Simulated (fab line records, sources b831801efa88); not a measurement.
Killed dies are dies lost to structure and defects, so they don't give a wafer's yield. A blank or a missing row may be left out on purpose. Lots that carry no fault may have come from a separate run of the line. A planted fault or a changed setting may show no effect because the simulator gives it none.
Which tool did it? / flow sky130 / 13 lots, 39 wafers sampled, at 2 steps of a route of 708

## WHAT THE GAUGES READ, wafer by wafer
SKY_LDD_HVP_TW_MEAS_10. Usual: for LDD_HVP_TW the level is 458 and the standard deviation is 3.6.
lot=L445; measured=day 23 09:02; on=film_metro-03; LDD_HVP_TW=455 456 455; flag=
lot=L446; measured=day 23 12:20; on=film_metro-03; LDD_HVP_TW=456 459 458; flag=
lot=L444; measured=day 23 12:47; on=film_metro-04; LDD_HVP_TW=462 459 460; flag=
lot=L448; measured=day 24 11:59; on=film_metro-04; LDD_HVP_TW=462 461 457; flag=
lot=L450; measured=day 24 17:34; on=film_metro-04; LDD_HVP_TW=461 462 460; flag=
lot=L451; measured=day 25 14:42; on=film_metro-03; LDD_HVP_TW=460 462 460; flag=
lot=L452; measured=day 25 19:02; on=film_metro-03; LDD_HVP_TW=459 461 461; flag=
lot=L455; measured=day 27 03:41; on=film_metro-02; LDD_HVP_TW=453 452 455; flag=
lot=L457; measured=day 27 04:05; on=film_metro-02; LDD_HVP_TW=454 453 452; flag=
lot=L458; measured=day 27 21:41; on=film_metro-04; LDD_HVP_TW=463 463 463; flag=
lot=L461; measured=day 28 08:07; on=film_metro-02; LDD_HVP_TW=451 453 453; flag=
lot=L464; measured=day 29 13:23; on=film_metro-04; LDD_HVP_TW=463 462 462; flag=
lot=L466; measured=day 30 07:59; on=film_metro-04; LDD_HVP_TW=458 457 461; flag=

SKY_SPACER_THK_MEAS_01. Usual: for SPACER_CVD_00_THK the level is 42.9 nm and the standard deviation is 0.3.
lot=L445; measured=day 24 16:38; on=film_metro-03; SPACER_CVD_00_THK (nm)=42.5 43.2 43.1; flag=
lot=L446; measured=day 24 20:02; on=film_metro-02; SPACER_CVD_00_THK (nm)=42.8 42.3 42.5; flag=
lot=L444; measured=day 24 21:13; on=film_metro-02; SPACER_CVD_00_THK (nm)=42.7 42.8 43.1; flag=
lot=L448; measured=day 25 19:57; on=film_metro-02; SPACER_CVD_00_THK (nm)=43.1 43.1 43.2; flag=
lot=L450; measured=day 26 01:02; on=film_metro-03; SPACER_CVD_00_THK (nm)=43.0 42.9 42.9; flag=
lot=L451; measured=day 26 23:26; on=film_metro-02; SPACER_CVD_00_THK (nm)=43.3 43.5 43.1; flag=
lot=L452; measured=day 27 02:35; on=film_metro-02; SPACER_CVD_00_THK (nm)=42.9 43.1 43.2; flag=
lot=L455; measured=day 28 10:07; on=film_metro-03; SPACER_CVD_00_THK (nm)=42.5 42.5 42.4; flag=
lot=L457; measured=day 28 12:23; on=film_metro-02; SPACER_CVD_00_THK (nm)=42.7 42.8 43.0; flag=
lot=L458; measured=day 29 05:08; on=film_metro-01; SPACER_CVD_00_THK (nm)=42.9 42.8 42.7; flag=
lot=L461; measured=day 29 15:37; on=film_metro-03; SPACER_CVD_00_THK (nm)=44.0 43.4 43.6; flag=
lot=L464; measured=day 30 20:17; on=film_metro-02; SPACER_CVD_00_THK (nm)=42.7 42.7 43.1; flag=
lot=L466; measured=day 31 14:35; on=film_metro-02; SPACER_CVD_00_THK (nm)=42.6 42.9 43.0; flag=

## WHICH TOOL RAN EACH LOT (tool, then ch and the chambers of the sampled wafers, then the start)
There is no process step in the record ahead of these readings.

## AS READ BY THE TOOLS THEMSELVES (means over the sampled wafers that have a number; for cases with no such wafer, the mark the record gives instead)
The record holds no such reading with a usual standard deviation.

## THE ANSWER, worked out from the rows above alone
Rule: a lot is off if the mean of its wafers that have a number lies more than 3 standard deviations from the usual mean. A lot without any number at a reading at which 4 lots or more have one is off too. Where the step has rows for the other lots, those lots are counted as sound. The gauges are gone through in route order, then the tools' own readings, and for those a lot's mean is taken as printed above. At the first step where some lot is off, the reading lying furthest off is the one used; lots without a number count as furthest.
None of the lots is off at any reading shown; this tells nothing.

## WHAT THE SIMULATOR HAD INSERTED
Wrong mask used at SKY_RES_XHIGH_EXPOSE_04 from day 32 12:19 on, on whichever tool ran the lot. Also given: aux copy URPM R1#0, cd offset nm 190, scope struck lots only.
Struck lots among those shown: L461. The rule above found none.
